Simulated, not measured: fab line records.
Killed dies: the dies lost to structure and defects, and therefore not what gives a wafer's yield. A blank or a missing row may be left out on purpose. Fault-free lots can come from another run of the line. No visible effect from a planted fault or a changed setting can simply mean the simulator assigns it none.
What tool caused it? :: flow sky130 :: 24 lots with 72 wafers sampled at 5 steps, on a route of 708 steps

== WHAT THE GAUGES SHOWED, per wafer ==
SKY_LOCAL_INTERCONNECT_RS_MEAS_01: a four-point-probe measurement. Usual: LOCAL_INTERCONNECT_TIN_RS typically reads 14.66 ohm/sq, with standard deviation 0.18.
lot: L074
measured: day 28 16:39
on: film metro-01
LOCAL_INTERCONNECT_TIN_RS (ohm/sq): 14.90 14.95 15.04
flag: 

lot: L075
measured: day 28 19:40
on: film metro-04
LOCAL_INTERCONNECT_TIN_RS (ohm/sq): 14.63 14.48 14.59
flag: 

lot: L076
measured: day 29 23:08
on: film metro-02
LOCAL_INTERCONNECT_TIN_RS (ohm/sq): 14.90 14.75 14.68
flag: 

lot: L077
measured: day 30 14:00
on: film metro-01
LOCAL_INTERCONNECT_TIN_RS (ohm/sq): 14.43 14.69 14.49
flag: 

lot: L078
measured: day 31 21:49
on: film metro-04
LOCAL_INTERCONNECT_TIN_RS (ohm/sq): 14.79 14.64 14.88
flag: 

lot: L079
measured: day 31 23:58
on: film metro-04
LOCAL_INTERCONNECT_TIN_RS (ohm/sq): 14.83 14.65 14.77
flag: 

lot: L080
measured: day 32 10:11
on: film metro-01
LOCAL_INTERCONNECT_TIN_RS (ohm/sq): 14.55 14.64 14.53
flag: 

lot: L082
measured: day 32 14:50
on: film metro-01
LOCAL_INTERCONNECT_TIN_RS (ohm/sq): 14.63 14.59 14.66
flag: 

lot: L081
measured: day 32 16:18
on: film metro-01
LOCAL_INTERCONNECT_TIN_RS (ohm/sq): 14.52 14.88 14.66
flag: 

lot: L083
measured: day 32 19:25
on: film metro-02
LOCAL_INTERCONNECT_TIN_RS (ohm/sq): 14.65 14.81 14.72
flag: 

lot: L084
measured: day 32 20:11
on: film metro-04
LOCAL_INTERCONNECT_TIN_RS (ohm/sq): 14.81 14.69 14.87
flag: 

lot: L085
measured: day 32 20:40
on: film metro-01
LOCAL_INTERCONNECT_TIN_RS (ohm/sq): 14.94 14.99 14.82
flag: 

lot: L087
measured: day 33 22:40
on: film metro-01
LOCAL_INTERCONNECT_TIN_RS (ohm/sq): 14.44 14.40 14.41
flag: 

lot: L086
measured: day 34 00:52
on: film metro-04
LOCAL_INTERCONNECT_TIN_RS (ohm/sq): 14.48 14.58 14.82
flag: 

lot: L090
measured: day 34 23:47
on: film metro-01
LOCAL_INTERCONNECT_TIN_RS (ohm/sq): 14.48 14.47 14.48
flag: 

lot: L088
measured: day 35 02:09
on: film metro-02
LOCAL_INTERCONNECT_TIN_RS (ohm/sq): 14.51 14.56 14.62
flag: 

lot: L089
measured: day 35 02:29
on: film metro-04
LOCAL_INTERCONNECT_TIN_RS (ohm/sq): 14.40 14.68 14.65
flag: 

lot: L092
measured: day 35 11:47
on: film metro-04
LOCAL_INTERCONNECT_TIN_RS (ohm/sq): 14.40 14.58 14.60
flag: 

lot: L091
measured: day 35 13:20
on: film metro-04
LOCAL_INTERCONNECT_TIN_RS (ohm/sq): 14.88 14.58 14.68
flag: 

lot: L093
measured: day 35 22:15
on: film metro-04
LOCAL_INTERCONNECT_TIN_RS (ohm/sq): 14.88 15.11 15.19
flag: 

lot: L094
measured: day 35 22:44
on: film metro-04
LOCAL_INTERCONNECT_TIN_RS (ohm/sq): 14.62 14.66 14.66
flag: 

lot: L096
measured: day 36 08:06
on: film metro-04
LOCAL_INTERCONNECT_TIN_RS (ohm/sq): 14.67 14.44 14.74
flag: 

lot: L095
measured: day 36 12:25
on: film metro-02
LOCAL_INTERCONNECT_TIN_RS (ohm/sq): 14.73 14.67 14.71
flag: 

lot: L097
measured: day 36 16:20
on: film metro-04
LOCAL_INTERCONNECT_TIN_RS (ohm/sq): 14.54 14.68 14.29
flag: 

SKY_VIA1_BOW_MEAS_03. Usual: VIA1_BOW typically reads 80 um, with standard deviation 7.3.
lot: L074
measured: day 32 09:04
on: film metro-01
VIA1_BOW (um): 74 89 82
flag: 

lot: L075
measured: day 32 11:12
on: film metro-02
VIA1_BOW (um): 85 70 71
flag: 

lot: L076
measured: day 33 12:28
on: film metro-01
VIA1_BOW (um): 81 77 94
flag: 

lot: L077
measured: day 34 02:46
on: film metro-02
VIA1_BOW (um): 67 68 79
flag: 

lot: L078
measured: day 35 11:48
on: film metro-03
VIA1_BOW (um): 65 76 86
flag: 

lot: L079
measured: day 35 12:43
on: film metro-02
VIA1_BOW (um): 81 101 86
flag: 

lot: L080
measured: day 35 21:06
on: film metro-02
VIA1_BOW (um): 74 74 80
flag: 

lot: L082
measured: day 36 03:58
on: film metro-02
VIA1_BOW (um): 83 70 93
flag: 

lot: L081
measured: day 36 06:22
on: film metro-01
VIA1_BOW (um): 80 82 80
flag: 

lot: L083
measured: day 36 07:08
on: film metro-01
VIA1_BOW (um): 81 80 81
flag: 

lot: L084
measured: day 36 08:20
on: film metro-02
VIA1_BOW (um): 85 85 73
flag: 

lot: L085
measured: day 36 09:05
on: film metro-02
VIA1_BOW (um): 75 83 75
flag: 

lot: L087
measured: day 37 10:48
on: film metro-03
VIA1_BOW (um): 88 73 82
flag: 

lot: L086
measured: day 37 13:33
on: film metro-02
VIA1_BOW (um): 75 82 91
flag: 

lot: L090
measured: day 38 09:51
on: film metro-01
VIA1_BOW (um): 78 89 82
flag: 

lot: L088
measured: day 38 12:19
on: film metro-03
VIA1_BOW (um): 81 92 79
flag: 

lot: L089
measured: day 38 13:14
on: film metro-03
VIA1_BOW (um): 91 96 81
flag: 

lot: L092
measured: day 38 23:53
on: film metro-02
VIA1_BOW (um): 94 83 84
flag: 

lot: L091
measured: day 39 00:21
on: film metro-01
VIA1_BOW (um): 73 76 80
flag: 

lot: L093
measured: day 39 06:49
on: film metro-01
VIA1_BOW (um): 74 87 80
flag: 

lot: L094
measured: day 39 09:18
on: film metro-03
VIA1_BOW (um): 89 76 79
flag: 

lot: L096
measured: day 39 17:43
on: film metro-02
VIA1_BOW (um): 70 81 63
flag: 

lot: L095
measured: day 39 21:55
on: film metro-01
VIA1_BOW (um): 71 77 79
flag: 

lot: L097
measured: day 40 01:32
on: film metro-03
VIA1_BOW (um): 68 76 77
flag: 

SKY_VIA1_CD_MEAS_12 targets a cd of 150 nm. Usual: cd nm reads 150.1 nm (standard deviation 2).
lot: L074
measured: day 33 11:08
on: cd sem-02
cd nm (nm): 150.9 150.0 149.0
flag: 

lot: L075
measured: day 33 13:18
on: cd sem-01
cd nm (nm): 151.9 152.3 152.2
flag: 

lot: L076
measured: day 34 15:17
on: cd sem-02
cd nm (nm): 149.1 147.4 147.5
flag: 

lot: L077
measured: day 35 05:18
on: cd sem-02
cd nm (nm): 149.0 149.6 150.7
flag: 

lot: L078
measured: day 36 14:17
on: cd sem-02
cd nm (nm): 148.1 148.3 145.7
flag: 

lot: L079
measured: day 36 15:17
on: cd sem-01
cd nm (nm): 151.5 153.0 153.3
flag: 

lot: L080
measured: day 36 23:05
on: cd sem-01
cd nm (nm): 150.8 151.6 150.9
flag: 

lot: L082
measured: day 37 07:01
on: cd sem-01
cd nm (nm): 154.3 153.3 153.8
flag: 

lot: L081
measured: day 37 08:31
on: cd sem-01
cd nm (nm): 152.3 151.8 154.0
flag: 

lot: L083
measured: day 37 08:50
on: cd sem-02
cd nm (nm): 150.3 149.6 149.2
flag: 

lot: L084
measured: day 37 10:20
on: cd sem-02
cd nm (nm): 149.6 149.4 151.4
flag: 

lot: L085
measured: day 37 11:29
on: cd sem-02
cd nm (nm): 149.6 150.3 148.6
flag: 

lot: L087
measured: day 38 12:31
on: cd sem-02
cd nm (nm): 150.6 152.1 152.3
flag: 

lot: L086
measured: day 38 15:44
on: cd sem-01
cd nm (nm): 148.5 149.5 149.3
flag: 

lot: L090
measured: day 39 10:50
on: cd sem-01
cd nm (nm): 155.5 153.9 153.9
flag: 

lot: L088
measured: day 39 13:12
on: cd sem-02
cd nm (nm): 149.3 150.8 148.3
flag: 

lot: L089
measured: day 39 14:20
on: cd sem-01
cd nm (nm): 148.8 149.4 149.2
flag: 

lot: L092
measured: day 40 00:25
on: cd sem-01
cd nm (nm): 151.5 148.5 149.1
flag: 

lot: L091
measured: day 40 00:45
on: cd sem-02
cd nm (nm): 150.3 151.2 151.1
flag: 

lot: L093
measured: day 40 06:46
on: cd sem-02
cd nm (nm): 147.7 148.5 148.6
flag: 

lot: L094
measured: day 40 09:15
on: cd sem-01
cd nm (nm): 151.5 150.5 152.0
flag: 

lot: L096
measured: day 40 17:19
on: cd sem-02
cd nm (nm): 149.2 151.3 150.4
flag: 

lot: L095
measured: day 40 22:35
on: cd sem-02
cd nm (nm): 148.2 147.4 147.5
flag: 

lot: L097
measured: day 41 01:42
on: cd sem-01
cd nm (nm): 146.7 147.7 145.7
flag: 

== WHAT TOOL EACH LOT RAN ON (gives the tool, then ch and the chambers of the sampled wafers, and finally the start) ==
lot: L074
SKY_CONTACT_CMP_04: cmp-02 ch 0,2,3, day 29 22:29
SKY_METAL1_SPUTTER_04: pvd sputter-02, day 31 04:28

lot: L075
SKY_CONTACT_CMP_04: cmp-02 ch 0,1, day 30 00:53
SKY_METAL1_SPUTTER_04: pvd sputter-01, day 31 06:00

lot: L076
SKY_CONTACT_CMP_04: cmp-01 ch 0,1, day 31 04:23
SKY_METAL1_SPUTTER_04: pvd sputter-04, day 32 08:52

lot: L077
SKY_CONTACT_CMP_04: cmp-02 ch 1,2,3, day 31 18:02
SKY_METAL1_SPUTTER_04: pvd sputter-02, day 32 22:47

lot: L078
SKY_CONTACT_CMP_04: cmp-01 ch 0,1, day 33 02:38
SKY_METAL1_SPUTTER_04: pvd sputter-04, day 34 07:33

lot: L079
SKY_CONTACT_CMP_04: cmp-02 ch 1,2,3, day 33 04:29
SKY_METAL1_SPUTTER_04: pvd sputter-02, day 34 09:01

lot: L080
SKY_CONTACT_CMP_04: cmp-01 ch 0,2,3, day 33 13:14
SKY_METAL1_SPUTTER_04: pvd sputter-02, day 34 17:25

lot: L082
SKY_CONTACT_CMP_04: cmp-01 ch 1,2,3, day 33 19:02
SKY_METAL1_SPUTTER_04: pvd sputter-01, day 34 23:56

lot: L081
SKY_CONTACT_CMP_04: cmp-01 ch 0,2, day 33 20:56
SKY_METAL1_SPUTTER_04: pvd sputter-04, day 35 02:23

lot: L083
SKY_CONTACT_CMP_04: cmp-02 ch 1,2, day 33 23:05
SKY_METAL1_SPUTTER_04: pvd sputter-02, day 35 03:48

lot: L084
SKY_CONTACT_CMP_04: cmp-01 ch 0,2,3, day 33 23:26
SKY_METAL1_SPUTTER_04: pvd sputter-01, day 35 04:25

lot: L085
SKY_CONTACT_CMP_04: cmp-02 ch 2,3, day 34 00:11
SKY_METAL1_SPUTTER_04: pvd sputter-04, day 35 04:43

lot: L087
SKY_CONTACT_CMP_04: cmp-01 ch 0,1,3, day 35 02:35
SKY_METAL1_SPUTTER_04: pvd sputter-04, day 36 07:03

lot: L086
SKY_CONTACT_CMP_04: cmp-01 ch 0,1,2, day 35 05:02
SKY_METAL1_SPUTTER_04: pvd sputter-02, day 36 09:43

lot: L090
SKY_CONTACT_CMP_04: cmp-02 ch 0,1,2, day 36 03:11
SKY_METAL1_SPUTTER_04: pvd sputter-04, day 37 06:34

lot: L088
SKY_CONTACT_CMP_04: cmp-02 ch 1,2, day 36 05:26
SKY_METAL1_SPUTTER_04: pvd sputter-01, day 37 09:34

lot: L089
SKY_CONTACT_CMP_04: cmp-02 ch 2,3, day 36 05:44
SKY_METAL1_SPUTTER_04: pvd sputter-04, day 37 09:37

lot: L092
SKY_CONTACT_CMP_04: cmp-01 ch 0,2,3, day 36 16:05
SKY_METAL1_SPUTTER_04: pvd sputter-01, day 37 20:34

lot: L091
SKY_CONTACT_CMP_04: cmp-02 ch 0,1, day 36 17:08
SKY_METAL1_SPUTTER_04: pvd sputter-04, day 37 21:46

lot: L093
SKY_CONTACT_CMP_04: cmp-01 ch 0,1, day 37 00:50
SKY_METAL1_SPUTTER_04: pvd sputter-01, day 38 04:28

lot: L094
SKY_CONTACT_CMP_04: cmp-02 ch 1,2,3, day 37 01:49
SKY_METAL1_SPUTTER_04: pvd sputter-02, day 38 06:22

lot: L096
SKY_CONTACT_CMP_04: cmp-02 ch 0,1,3, day 37 11:14
SKY_METAL1_SPUTTER_04: pvd sputter-02, day 38 15:03

lot: L095
SKY_CONTACT_CMP_04: cmp-02 ch 0,2,3, day 37 16:17
SKY_METAL1_SPUTTER_04: pvd sputter-04, day 38 19:55

lot: L097
SKY_CONTACT_CMP_04: cmp-02 ch 0,3, day 37 20:31
SKY_METAL1_SPUTTER_04: pvd sputter-02, day 38 23:34
- SKY_CONTACT_CMP_04: polishes SiO2.
- SKY_METAL1_SPUTTER_04: material TiN, target thk 70 nm, time 58.3 s.

== WHAT THE TOOLS THEMSELVES READ (means of the sampled wafers that have a number; where no wafer has one, the mark that the record gives instead) ==
SKY_CONTACT_CMP_04. Usual: edge zone pressure frac 1.000, standard deviation 0.0047; motor current A 11.7 A, standard deviation 1.3; slurry filter dp kPa 13.49 kPa, standard deviation 0.12; time to endpoint s 82 s, standard deviation 6.
lot: L074
tool: cmp-02
edge zone pressure frac: 1.001
motor current A (A): 11.8
slurry filter dp kPa (kPa): 13.59
time to endpoint s (s): 84
flag: 

lot: L075
tool: cmp-02
edge zone pressure frac: 1.007
motor current A (A): 11.0
slurry filter dp kPa (kPa): 13.51
time to endpoint s (s): 76
flag: 

lot: L076
tool: cmp-01
edge zone pressure frac: 1.000
motor current A (A): 10.7
slurry filter dp kPa (kPa): 13.43
time to endpoint s (s): 77
flag: 

lot: L077
tool: cmp-02
edge zone pressure frac: 1.004
motor current A (A): 11.5
slurry filter dp kPa (kPa): 13.59
time to endpoint s (s): 80
flag: 

lot: L078
tool: cmp-01
edge zone pressure frac: 1.000
motor current A (A): 10.6
slurry filter dp kPa (kPa): 13.33
time to endpoint s (s): 74
flag: 

lot: L079
tool: cmp-02
edge zone pressure frac: 1.001
motor current A (A): 11.8
slurry filter dp kPa (kPa): 13.54
time to endpoint s (s): 87
flag: 

lot: L080
tool: cmp-01
edge zone pressure frac: 0.999
motor current A (A): 12.9
slurry filter dp kPa (kPa): 13.43
time to endpoint s (s): 82
flag: 

lot: L082
tool: cmp-01
edge zone pressure frac: 1.001
motor current A (A): 12.6
slurry filter dp kPa (kPa): 13.45
time to endpoint s (s): 73
flag: 

lot: L081
tool: cmp-01
edge zone pressure frac: 1.001
motor current A (A): 11.8
slurry filter dp kPa (kPa): 13.58
time to endpoint s (s): 78
flag: 

lot: L083
tool: cmp-02
edge zone pressure frac: 0.998
motor current A (A): 11.0
slurry filter dp kPa (kPa): 13.33
time to endpoint s (s): 86
flag: 

lot: L084
tool: cmp-01
edge zone pressure frac: 1.001
motor current A (A): 12.7
slurry filter dp kPa (kPa): 13.48
time to endpoint s (s): 79
flag: 

lot: L085
tool: cmp-02
edge zone pressure frac: 1.005
motor current A (A): 11.6
slurry filter dp kPa (kPa): 13.52
time to endpoint s (s): 91
flag: 

lot: L087
tool: cmp-01
edge zone pressure frac: 0.998
motor current A (A): 11.6
slurry filter dp kPa (kPa): 13.38
time to endpoint s (s): 78
flag: 

lot: L086
tool: cmp-01
edge zone pressure frac: 0.999
motor current A (A): 12.5
slurry filter dp kPa (kPa): 13.55
time to endpoint s (s): 76
flag: 

lot: L090
tool: cmp-02
edge zone pressure frac: 1.001
motor current A (A): 11.0
slurry filter dp kPa (kPa): 13.39
time to endpoint s (s): 84
flag: 

lot: L088
tool: cmp-02
edge zone pressure frac: 0.999
motor current A (A): 11.1
slurry filter dp kPa (kPa): 13.41
time to endpoint s (s): 86
flag: 

lot: L089
tool: cmp-02
edge zone pressure frac: 1.000
motor current A (A): 11.6
slurry filter dp kPa (kPa): 13.49
time to endpoint s (s): 86
flag: 

lot: L092
tool: cmp-01
edge zone pressure frac: 1.002
motor current A (A): 13.0
slurry filter dp kPa (kPa): 13.53
time to endpoint s (s): 83
flag: 

lot: L091
tool: cmp-02
edge zone pressure frac: 0.998
motor current A (A): 10.8
slurry filter dp kPa (kPa): 13.49
time to endpoint s (s): 82
flag: 

lot: L093
tool: cmp-01
edge zone pressure frac: 0.995
motor current A (A): 10.8
slurry filter dp kPa (kPa): 13.57
time to endpoint s (s): 79
flag: 

lot: L094
tool: cmp-02
edge zone pressure frac: 0.999
motor current A (A): 11.7
slurry filter dp kPa (kPa): 13.46
time to endpoint s (s): 89
flag: 

lot: L096
tool: cmp-02
edge zone pressure frac: 1.002
motor current A (A): 11.7
slurry filter dp kPa (kPa): 13.47
time to endpoint s (s): 81
flag: 

lot: L095
tool: cmp-02
edge zone pressure frac: 0.999
motor current A (A): 11.8
slurry filter dp kPa (kPa): 13.53
time to endpoint s (s): 84
flag: 

lot: L097
tool: cmp-02
edge zone pressure frac: 1.001
motor current A (A): 12.3
slurry filter dp kPa (kPa): 13.44
time to endpoint s (s): 86
flag: 

SKY_METAL1_SPUTTER_04. Usual: throttle valve pct reads 29.9 % (standard deviation 0.91).
lot: L074
tool: pvd sputter-02
throttle valve pct (%): 30.1
flag: 

lot: L075
tool: pvd sputter-01
throttle valve pct (%): 30.3
flag: 

lot: L076
tool: pvd sputter-04
throttle valve pct (%): 30.5
flag: 

lot: L077
tool: pvd sputter-02
throttle valve pct (%): 30.4
flag: 

lot: L078
tool: pvd sputter-04
throttle valve pct (%): 30.1
flag: 

lot: L079
tool: pvd sputter-02
throttle valve pct (%): 29.2
flag: 

lot: L080
tool: pvd sputter-02
throttle valve pct (%): 30.0
flag: 

lot: L082
tool: pvd sputter-01
throttle valve pct (%): 28.7
flag: 

lot: L081
tool: pvd sputter-04
throttle valve pct (%): 30.0
flag: 

lot: L083
tool: pvd sputter-02
throttle valve pct (%): 29.4
flag: 

lot: L084
tool: pvd sputter-01
throttle valve pct (%): 30.2
flag: 

lot: L085
tool: pvd sputter-04
throttle valve pct (%): 30.0
flag: 

lot: L087
tool: pvd sputter-04
throttle valve pct (%): 29.9
flag: 

lot: L086
tool: pvd sputter-02
throttle valve pct (%): 29.9
flag: 

lot: L090
tool: pvd sputter-04
throttle valve pct (%): 30.5
flag: 

lot: L088
tool: pvd sputter-01
throttle valve pct (%): 29.0
flag: 

lot: L089
tool: pvd sputter-04
throttle valve pct (%): 30.6
flag: 

lot: L092
tool: pvd sputter-01
throttle valve pct (%): 30.1
flag: 

lot: L091
tool: pvd sputter-04
throttle valve pct (%): 30.5
flag: 

lot: L093
tool: pvd sputter-01
throttle valve pct (%): 30.3
flag: 

lot: L094
tool: pvd sputter-02
throttle valve pct (%): 30.1
flag: 

lot: L096
tool: pvd sputter-02
throttle valve pct (%): 28.9
flag: 

lot: L095
tool: pvd sputter-04
throttle valve pct (%): 30.6
flag: 

lot: L097
tool: pvd sputter-02
throttle valve pct (%): 30.4
flag: 

== THE ANSWER, worked out from the rows above alone ==
Rule: a lot counts as off when the mean over its wafers that have a number is more than 3 standard deviations away from the usual mean. Also off: a lot with no number at a reading for which 4 or more lots have one. Any other lot the step has rows for is counted as sound. Order of review: gauges by route order, followed by the tools' own readings, for which a lot's mean as printed above is used. The first step at which some lot is off is used, and at that step the reading that is off furthest; a lot without a number counts as furthest.
Across all readings shown, no lot is off: no conclusion can be drawn from this.

== WHAT WAS PUT IN BY THE SIMULATOR ==
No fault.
